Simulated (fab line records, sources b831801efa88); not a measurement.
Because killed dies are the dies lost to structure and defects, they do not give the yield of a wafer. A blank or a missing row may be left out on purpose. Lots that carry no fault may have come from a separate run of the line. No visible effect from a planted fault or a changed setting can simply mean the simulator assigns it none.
What tool caused it? | flow sky130 | 13 lots, 39 wafers sampled, at 6 steps of a route of 708

## WHAT EACH GAUGE READ, for each wafer
SKY_FIELD_ISO_THK_MEAS_04.
lot  | measured    | on            | FIELD_ISO_CVD_03_THK (nm)
L351 | day 1 13:29 | film_metro-02 | 146.4 148.6 146.4
L353 | day 1 23:29 | film_metro-03 | 147.1 147.8 146.8
L354 | day 2 05:32 | film_metro-03 | 148.0 149.3 147.8
L356 | day 2 21:23 | film_metro-02 | 148.9 148.6 147.4
L358 | day 3 03:59 | film_metro-03 | 146.8 145.8 145.5
L359 | day 3 08:11 | film_metro-02 | 146.5 146.9 146.1
L364 | day 4 06:37 | film_metro-02 | 149.8 149.8 151.7
L366 | day 4 16:39 | film_metro-02 | 149.4 148.6 148.7
L367 | day 4 22:27 | film_metro-02 | 149.6 150.2 150.6
L368 | day 5 04:17 | film_metro-02 | 148.9 149.6 148.3
L369 | day 5 07:29 | film_metro-02 | 148.0 149.1 148.3
L370 | day 5 14:47 | film_metro-01 | 151.3 151.4 150.1
L373 | day 6 04:28 | film_metro-01 | 149.2 150.0 151.6

SKY_FIELD_ISO_THK_MEAS_25.
lot  | measured    | on            | FIELD_ISO_CVD_24_THK (nm)
L351 | day 2 05:34 | film_metro-01 | 586 601 590
L353 | day 2 16:05 | film_metro-02 | 586 589 598
L354 | day 2 22:56 | film_metro-02 | 598 591 589
L356 | day 3 15:26 | film_metro-02 | 600 589 594
L358 | day 4 00:10 | film_metro-03 | 590 596 595
L359 | day 4 03:23 | film_metro-02 | 596 593 602
L364 | day 5 04:13 | film_metro-03 | 885 602 593
L366 | day 5 12:45 | film_metro-03 | 608 606 894
L367 | day 5 19:20 | film_metro-01 | 598 595 876
L368 | day 6 01:19 | film_metro-02 | 589 588 590
L369 | day 6 05:29 | film_metro-01 | 590 582 592
L370 | day 6 12:13 | film_metro-02 | 588 595 598
L373 | day 7 01:47 | film_metro-03 | 586 582 590

SKY_PWDE_OVL_MEAS_07.
lot  | measured    | on         | PWDE_OVL (nm)
L351 | day 3 17:01 | overlay-01 | -2.7 -2.0 -2.4
L353 | day 4 06:16 | overlay-01 | -1.5 -0.1 -1.1
L354 | day 4 13:28 | overlay-01 | -0.1 -0.2 -1.5
L356 | day 5 07:40 | overlay-02 | -1.6 -0.7 -0.7
L358 | day 5 16:04 | overlay-01 | -0.7 0.5 -1.0
L359 | day 5 20:13 | overlay-02 | -0.2 0.6 0.9
L364 | day 6 22:40 | overlay-01 | -1.6 -0.2 -1.2
L366 | day 7 09:13 | overlay-02 | -1.3 -2.7 -2.1
L367 | day 7 14:34 | overlay-02 | -0.1 1.5 0.4
L368 | day 7 21:10 | overlay-02 | 0.5 0.1 -2.1
L369 | day 8 01:01 | overlay-02 | -1.4 0.0 0.3
L370 | day 8 09:43 | overlay-02 | -1.9 -0.9 -1.4
L373 | day 8 21:49 | overlay-01 | -2.5 -2.2 0.5

SKY_NWELL_TW_MEAS_15.
lot  | measured    | on            | NWELL_TW
L351 | day 4 10:19 | film_metro-03 | 1823 1821 1808
L353 | day 5 00:44 | film_metro-01 | 1822 1833 1835
L354 | day 5 07:52 | film_metro-01 | 1829 1830 1839
L356 | day 6 03:49 | film_metro-04 | 1816 1807 1814
L358 | day 6 11:43 | film_metro-03 | 1825 1825 1825
L359 | day 6 15:49 | film_metro-03 | 1817 1822 1812
L364 | day 7 18:54 | film_metro-01 | 1802 1814 1808
L366 | day 8 06:36 | film_metro-01 | 1807 1823 1814
L367 | day 8 11:37 | film_metro-03 | 1820 1808 1816
L368 | day 8 17:49 | film_metro-03 | 1815 1826 1823
L369 | day 8 22:11 | film_metro-01 | 1823 1826 1818
L370 | day 9 06:56 | film_metro-03 | 1837 1841 1835
L373 | day 9 19:12 | film_metro-04 | 1800 1808 1805

## TOOL THAT RAN EACH LOT (tool first, then ch and the chambers of the sampled wafers, then the start)
lot  | SKY_FIELD_ISO_CVD_24            | SKY_FIELD_ISO_CMP_27
L351 | hdpcvd-02 ch 1,2, day 2 05:28   | cmp-02 ch 0,1,2, day 2 07:16
L353 | hdpcvd-02 ch 1,2, day 2 16:01   | cmp-02 ch 0,2,3, day 2 18:59
L354 | hdpcvd-01 ch 0,1,2, day 2 22:52 | cmp-01 ch 0,1,2, day 3 01:44
L356 | hdpcvd-01 ch 0,2, day 3 15:22   | cmp-01 ch 0,2,3, day 3 17:25
L358 | hdpcvd-01 ch 0,1,2, day 4 00:05 | cmp-02 ch 0,1,2, day 4 02:02
L359 | hdpcvd-01 ch 0,1,2, day 4 03:19 | cmp-01 ch 1,2,3, day 4 05:59
L364 | hdpcvd-02 ch 0,1,2, day 5 04:09 | cmp-02 ch 0,3, day 5 06:23
L366 | hdpcvd-02 ch 0,1,2, day 5 12:41 | cmp-02 ch 1,3, day 5 14:22
L367 | hdpcvd-02 ch 0,1,2, day 5 19:14 | cmp-01 ch 0,1,3, day 5 22:16
L368 | hdpcvd-01 ch 1,2, day 6 01:14   | cmp-01 ch 0,1,2, day 6 04:16
L369 | hdpcvd-01 ch 0,1, day 6 05:24   | cmp-01 ch 0,2,3, day 6 08:14
L370 | hdpcvd-01 ch 0,2, day 6 12:07   | cmp-02 ch 0,1,2, day 6 15:05
L373 | hdpcvd-01 ch 0,1,2, day 7 01:43 | cmp-01 ch 1,2,3, day 7 04:29
- SKY_FIELD_ISO_CVD_24: deposits SiO2, target thk 595 nm, time 99.2 s.
- SKY_FIELD_ISO_CMP_27: polishes, stops on Si3N4, t overpolish 16 s, target thk 457.8 nm.

## AS READ BY THE TOOLS THEMSELVES (means over the sampled wafers that have a number; for cases with no such wafer, the mark the record gives instead)
SKY_FIELD_ISO_CMP_27.
lot  | tool   | motor_current_A (A) | time_to_endpoint_s (s)
L351 | cmp-02 | 11.0                | 116
L353 | cmp-02 | 11.2                | 116
L354 | cmp-01 | 11.8                | 110
L356 | cmp-01 | 11.9                | 112
L358 | cmp-02 | 11.1                | 109
L359 | cmp-01 | 12.7                | 114
L364 | cmp-02 | 11.4                | 133
L366 | cmp-02 | 11.2                | 126
L367 | cmp-01 | 12.8                | 131
L368 | cmp-01 | 11.5                | 108
L369 | cmp-01 | 11.4                | 110
L370 | cmp-02 | 11.0                | 111
L373 | cmp-01 | 12.5                | 111

## THE ANSWER, worked out from the rows above alone
Rule: the usual values come from the lots themselves. Put in order of their means at a reading, lots are off if they are a third of the lots or fewer, leave a main group of 4 or more, and stand apart from it by a gap of 3 or more times the standard deviation of the main group's means; of several such gaps the widest counts. The tables above print the reading to a certain number of digits; a main group whose means all agree to those digits is not used. Also off: a lot with no number at a reading for which 4 or more lots have one. Where the step has rows for the other lots, those lots are counted as sound. Order of review: gauges by route order, followed by the tools' own readings, for which a lot's mean as printed above is used. The first step at which some lot is off is used, and at that step the reading that is off furthest; a lot without a number counts as furthest.
Off: L364, L366, L367, seen at SKY_FIELD_ISO_THK_MEAS_25 (FIELD_ISO_CVD_24_THK). For the main group the mean is 592 nm and the standard deviation 3.1.
If a tool, at a process step before that reading, ran all the lots that are off and no sound lot after the first of them, it fits. Not tried: the gauges at SKY_FIELD_ISO_THK_MEAS_25; whatever is off there is also off at SKY_FIELD_ISO_CMP_27, on other tools, and gauge error can't account for it. One candidate fits, namely hdpcvd-02 at SKY_FIELD_ISO_CVD_24. A fault onset in the window from L353 (day 2 16:01, its last sound lot) to L364 (day 5 04:09, its first lot off) fits.

## WHAT HAD BEEN PUT IN BY THE SIMULATOR
hdpcvd-02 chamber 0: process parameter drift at SKY_FIELD_ISO_CVD_24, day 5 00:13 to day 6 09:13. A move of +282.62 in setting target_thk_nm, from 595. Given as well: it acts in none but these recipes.
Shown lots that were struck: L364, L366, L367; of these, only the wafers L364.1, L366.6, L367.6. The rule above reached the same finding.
